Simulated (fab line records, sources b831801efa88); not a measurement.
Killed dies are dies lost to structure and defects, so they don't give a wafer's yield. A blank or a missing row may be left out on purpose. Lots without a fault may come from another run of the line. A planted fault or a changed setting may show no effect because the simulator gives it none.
Which tool did it? | flow gf180mcu | 12 lots, 36 wafers sampled, at 2 steps of a route of 602

WHAT THE GAUGES READ, wafer by wafer
GF_M2_THK_MEAS_06: measures by xrf.
lot  | measured     | on            | M2_ALCU_THK (nm)
L556 | day 18 10:14 | film_metro-04 | 438 442 433
L557 | day 18 19:05 | film_metro-01 | 439 438 442
L558 | day 19 04:47 | film_metro-01 | 443 439 442
L560 | day 19 16:08 | film_metro-01 | 440 446 443
L563 | day 20 21:50 | film_metro-01 | 435 444 440
L564 | day 21 09:17 | film_metro-02 | 435 437 433
L566 | day 21 20:55 | film_metro-04 | 452 446 449
L570 | day 23 07:07 | film_metro-04 | 433 435 436
L573 | day 24 08:11 | film_metro-01 | 436 439 433
L576 | day 25 05:41 | film_metro-01 | 436 435 439
L577 | day 25 15:00 | film_metro-01 | 446 440 442
L578 | day 25 19:23 | film_metro-01 | 438 436 442

WHICH TOOL RAN EACH LOT (tool, then ch and the chambers of the sampled wafers, then the start)
lot  | GF_V1_SPUTTER_21
L556 | pvd_sputter-02, day 18 09:12
L557 | pvd_sputter-04, day 18 18:02
L558 | pvd_sputter-01, day 19 03:45
L560 | pvd_sputter-02, day 19 15:04
L563 | pvd_sputter-01, day 20 20:49
L564 | pvd_sputter-02, day 21 08:13
L566 | pvd_sputter-04, day 21 19:52
L570 | pvd_sputter-02, day 23 06:05
L573 | pvd_sputter-02, day 24 07:10
L576 | pvd_sputter-04, day 25 04:40
L577 | pvd_sputter-01, day 25 13:58
L578 | pvd_sputter-02, day 25 18:21
- GF_V1_SPUTTER_21: material Ti, target thk 15 nm, time 80.02 s.

WHAT THE TOOLS THEMSELVES READ (means of the sampled wafers that have a number; where no wafer has one, the mark that the record gives instead)
GF_V1_SPUTTER_21.
lot  | tool           | throttle_valve_pct (%)
L556 | pvd_sputter-02 | 30.3
L557 | pvd_sputter-04 | 29.8
L558 | pvd_sputter-01 | 30.4
L560 | pvd_sputter-02 | 30.8
L563 | pvd_sputter-01 | 30.4
L564 | pvd_sputter-02 | 30.5
L566 | pvd_sputter-04 | 29.7
L570 | pvd_sputter-02 | 30.6
L573 | pvd_sputter-02 | 30.2
L576 | pvd_sputter-04 | 29.9
L577 | pvd_sputter-01 | 30.4
L578 | pvd_sputter-02 | 30.8

THE ANSWER, worked out from the rows above alone
Rule: what is usual is taken from the lots themselves. Put in order of their means at a reading, lots are off if they are a third of the lots or fewer, leave a main group of 4 or more, and stand apart from it by a gap of 3 or more times the standard deviation of the main group's means; of several such gaps the widest counts. A main group whose means are all the same, to the digits that the tables above print for the reading, isn't used. A lot without any number at a reading at which 4 lots or more have one is off too. The other lots that the step has rows for count as sound. The gauges are gone through in route order, then the tools' own readings, and for those a lot's mean is taken as printed above. The first step at which some lot is off is used, and at that step the reading that is off furthest; a lot without a number counts as furthest.
No lot is off at any reading shown: from this, nothing can be told.

WHAT THE SIMULATOR HAD PUT IN
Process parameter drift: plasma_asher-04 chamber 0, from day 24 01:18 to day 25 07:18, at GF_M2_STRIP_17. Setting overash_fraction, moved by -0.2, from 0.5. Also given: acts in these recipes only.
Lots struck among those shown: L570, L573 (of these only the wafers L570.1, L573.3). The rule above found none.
